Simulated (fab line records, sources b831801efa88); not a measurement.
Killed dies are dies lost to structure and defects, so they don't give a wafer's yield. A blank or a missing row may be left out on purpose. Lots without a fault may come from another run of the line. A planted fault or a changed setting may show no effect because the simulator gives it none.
A struck lot beside a sound one | flow sky130 | 29 steps out of a route of 708
Sound: wafers L324.2, L324.3, L324.4. Struck: wafers L337.1, L337.4, L337.5. The cause comes at the end.
At each step with rows: each side's tool, then ch and its chambers, then its first start. Under that, the readings that differ: sound wafers | struck wafers | difference of the means | sigmas: that difference in standard deviations of wafers without a fault.
alike: readings whose means differ by less than 2 such deviations, and words and numbers that are the same on both sides. not compared: withheld readings, readings that some wafer has no value for, bounds like >300 that may hide the same value, and numbers for which the record gives no deviation and whose values overlap.
The two part at a step that has a row with sigmas, a row that says differs or no value, or rows on one side only. Numbers that don't overlap but have no deviation are shown without sigmas and don't part them. A reading that every wafer of one side lacks parts them only if that side has two wafers or more.

SKY_POLY_GATE_CD_MEAS_13: target cd 150 nm.
  sound on cd_sem-02, day 17 20:56; struck on cd_sem-01, day 22 09:01
  alike: cd_nm
SKY_POLY_GATE_OVL_MEAS_14:
  sound on overlay-02, day 17 21:03; struck on overlay-01, day 22 09:08
  alike: POLY_GATE_OVL
SKY_POLY_GATE_ETCH_15: etches BARC in N2/H2, stops on SiO2, time 118.5 s, target depth 110 nm.
  sound on rie_diel-01 ch 1,2,3, day 17 21:05; struck on rie_diel-02 ch 1,2,3, day 22 09:10
  alike: drypump_motor_current_A, oes_product_au, throttle_valve_pct
  not compared: rf_hours_counter_h
SKY_POLY_GATE_ETCH_16: etches Si3N4 in CH3F/O2, stops on poly-Si, time 147.5 s, target depth 75 nm.
  sound on rie_diel-01 ch 1,2,3, day 17 21:10; struck on rie_diel-02 ch 1,2,3, day 22 09:15
  alike: drypump_motor_current_A, oes_product_au, throttle_valve_pct
  not compared: rf_hours_counter_h
SKY_POLY_GATE_ETCH_17: etches poly-Si in HBr/Cl2, stops on SiO2, target depth 180 nm, time 70.5 s.
  sound on rie_si-01 ch 0,2,3, day 17 21:16; struck on rie_si-02 ch 0,1,3, day 22 09:21
  alike: drypump_motor_current_A, mfc_cl2_sccm, oes_product_au, throttle_valve_pct
  not compared: rf_hours_counter_h
SKY_POLY_GATE_STRIP_18: strips in O2/N2.
  sound on plasma_asher-02 ch 0,1, day 17 21:19; struck on plasma_asher-01 ch 0,1, day 22 09:24
  alike: drypump_motor_current_A, oes_product_au, strip_time_to_endpoint_s
  not compared: rf_hours_counter_h
then, 2 steps without rows for these wafers: SKY_POLY_GATE_CLEAN_19 (cleans in SC1/SC2, time 150 s); SKY_POLY_GATE_OXIDATION_20 (stabilise 600 s, purge 300 s, target thk 4 nm).
SKY_POLY_GATE_THK_MEAS_21:
  sound on film_metro-01, day 18 00:38; struck on film_metro-01, day 22 10:49
  alike: POLY_GATE_OXIDATION_THK
SKY_POLY_GATE_CD_MEAS_22:
  sound on cd_sem-02, day 18 00:43; struck on cd_sem-02, day 22 10:52
  alike: cd_nm
then, 2 steps without rows for these wafers: SKY_LDD_N_DEHYDRATE_00 (time 60 s); SKY_LDD_N_HMDS_01 (prime time 60 s).
SKY_LDD_N_COAT_02: resist thk 300 nm.
  sound on litho_track-02 ch 0, day 18 15:29; struck on litho_track-04 ch 0, day 23 02:32
  reading                                    | sound           | struck          | difference | sigmas
  dispense_pressure_kPa (kPa)                | 49.6 49.6 49.7  | 52.8 52.7 52.7  | +3.1       | +2
  model.NOVOLAK_of_LDD_N_COAT_02.thk_nm (nm) | 299.8 300 299.9 | 293.1 294 295.8 | -5.6       |
  alike: chill_plate_temp_C
then, 3 steps without rows for these wafers: SKY_LDD_N_SOFTBAKE_03 (time 60 s); SKY_LDD_N_EXPOSE_04 (exposes mask NTM, target cd 840 nm); SKY_LDD_N_PEB_05.
SKY_LDD_N_DEVELOP_06: develop time 60 s.
  sound on litho_track-04 ch 0, day 19 06:19; struck on litho_track-04 ch 0, day 23 17:50
  reading                                    | sound           | struck          | difference | sigmas
  model.NOVOLAK_of_LDD_N_COAT_02.thk_nm (nm) | 298.8 299 298.9 | 292.2 293 294.8 | -5.6       |
  alike: chill_plate_temp_C
SKY_LDD_N_OVL_MEAS_07:
  sound on overlay-01, day 19 06:27; struck on overlay-01, day 23 17:59
  alike: LDD_N_OVL
then, 8 steps without rows for these wafers: SKY_LDD_N_IMPLANT_08; SKY_LDD_N_IMPLANT_09; SKY_LDD_N_IMPLANT_10; SKY_LDD_N_IMPLANT_11; SKY_LDD_N_IMPLANT_12; SKY_LDD_N_IMPLANT_13; SKY_LDD_N_IMPLANT_14; SKY_LDD_N_IMPLANT_15.
SKY_LDD_N_STRIP_16: strips in O2/N2.
  sound on plasma_asher-03 ch 0,1, day 19 07:41; struck on plasma_asher-03 ch 0,1, day 23 19:14
  reading                      | sound             | struck            | difference | sigmas
  strip_time_to_endpoint_s (s) | 4.290 4.303 4.305 | 4.213 4.214 4.241 | -0.077     | -5
  alike: drypump_motor_current_A, oes_product_au
  not compared: rf_hours_counter_h
SKY_LDD_N_TW_MEAS_17:
  sound on film_metro-04, day 19 07:47; struck on film_metro-04, day 23 19:20
  alike: LDD_N_TW
-- the record jumps here: 27 days lie between the struck wafers' starts before and after (it left off in module LDD_N and takes up again in module PAD_OPEN, whose first step shown is number 708 of the route) --
SKY_PAD_OPEN_PROBE_99:
  sound on prober-01, day 46 08:07; struck on prober-02, day 50 09:47
  alike: killed_at_M0_to_M3, killed_at_M4_up, killed_at_contacts, killed_at_front_end, killed_at_other, killed_dies, killed_open, killed_short

WHERE THEY PART
First at SKY_LDD_N_COAT_02; last, within this record, at SKY_LDD_N_STRIP_16. Later steps at which nothing parts them and some readings are alike: SKY_LDD_N_TW_MEAS_17, SKY_PAD_OPEN_PROBE_99.

WHY: what the simulator had put in
Process parameter drift: litho_track-04, from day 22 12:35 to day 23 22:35, at SKY_LDD_N_COAT_02. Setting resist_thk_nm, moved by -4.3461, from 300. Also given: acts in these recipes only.
